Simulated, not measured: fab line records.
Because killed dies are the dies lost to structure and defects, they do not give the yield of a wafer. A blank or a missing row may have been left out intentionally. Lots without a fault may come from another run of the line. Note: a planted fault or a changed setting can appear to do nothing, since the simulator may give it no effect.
Problem report, 8D (eight disciplines) form, completed by code    flow sky130    the parts of the form that need people (team, actions taken, sign-off) are left out

## 1. THE PROBLEM
Wafers free of any fault read 1368 (standard deviation 11) for VT_ADJUST_HVTP_TW at SKY_VT_ADJUST_HVTP_TW_MEAS_11, against a mean of 1218 on 3 wafers of 2 lots. That puts it -14 standard deviations away from the usual mean.
Seen first at day 7 18:44 on film metro-04, wafer L961.2. The record has a number at this step for 42 wafers belonging to 14 lots. Rule for "out" (also "out of limits"): further than 4 standard deviations from the usual mean. All remaining wafers that have a number are taken as sound.

## 2. WHAT IT IS; WHAT IT IS NOT
question                     is                      is not
which readings at this step  VT_ADJUST_HVTP_TW       -
which lots                   L961, L962              L954, L955, L956, L957, L958, L967, L970, L971, L972, L974, L975, L976
which wafers of those lots   L961.2, L962.2, L962.4  L961.3, L961.6, L962.6
read on which gauges         film metro-04           film metro-02, film metro-03
when                         from day 7 18:44        up to then (17 sound wafers); but 22 sound wafers of L962, L967, L970, L971, L972, L974, L975, L976 came after

## 3. THE SUSPECTS, EACH WITH WHAT RULES IT OUT
Counting: any tool at a process step up to the reading remains a suspect provided it ran every lot that is out. Sound lots after the first of them don't rule it out here, since some wafers of a struck lot are sound.
- the gauge at SKY_VT_ADJUST_HVTP_TW_MEAS_11: kept. All the wafers that are out were read on film metro-04, and no step on other tools shows them out.
- implanter-03 at SKY_VT_ADJUST_HVTP_IMPLANT_09: kept. Every lot that is out went through it, the first being L961 (day 7 18:30); the last sound lot it ran before that was L958 (day 7 01:49).
What counting leaves: implanter-03 at SKY_VT_ADJUST_HVTP_IMPLANT_09 and film metro-04 at SKY_VT_ADJUST_HVTP_TW_MEAS_11.

## 4. THE CAUSE (what the simulator had put in)
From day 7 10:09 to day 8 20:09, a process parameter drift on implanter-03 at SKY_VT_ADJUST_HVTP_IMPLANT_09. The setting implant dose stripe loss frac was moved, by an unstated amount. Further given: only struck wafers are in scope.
Counting left 2 suspects, and this tool is among them.

## 5. THE CHAIN OF EFFECTS, in route order
Each row: a reading whose mean over the struck wafers that have a number lies more than 3 standard deviations from the usual. Scope: only readings with a usual standard deviation given in the record; hours: median across lots of the time from each lot's start at the first step in this table that gives one to its start at this step; sigmas: change in usual standard deviations.
hours  step                           reading            usual  on struck wafers  change  sigmas
0      SKY_VT_ADJUST_HVTP_TW_MEAS_11  VT_ADJUST_HVTP_TW  1368   1218              -150    -14

## 6. HOW IT WOULD HAVE BEEN CAUGHT EARLIER
The first out-of-limits reading at a measuring or inspecting step in this record came at day 7 18:44, 9 hours after the fault's start at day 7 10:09.
L962, from the lots that are out (2), started SKY_VT_ADJUST_HVTP_IMPLANT_09 on implanter-03 later than day 7 18:44. Putting the tool on hold at that point would have spared it.
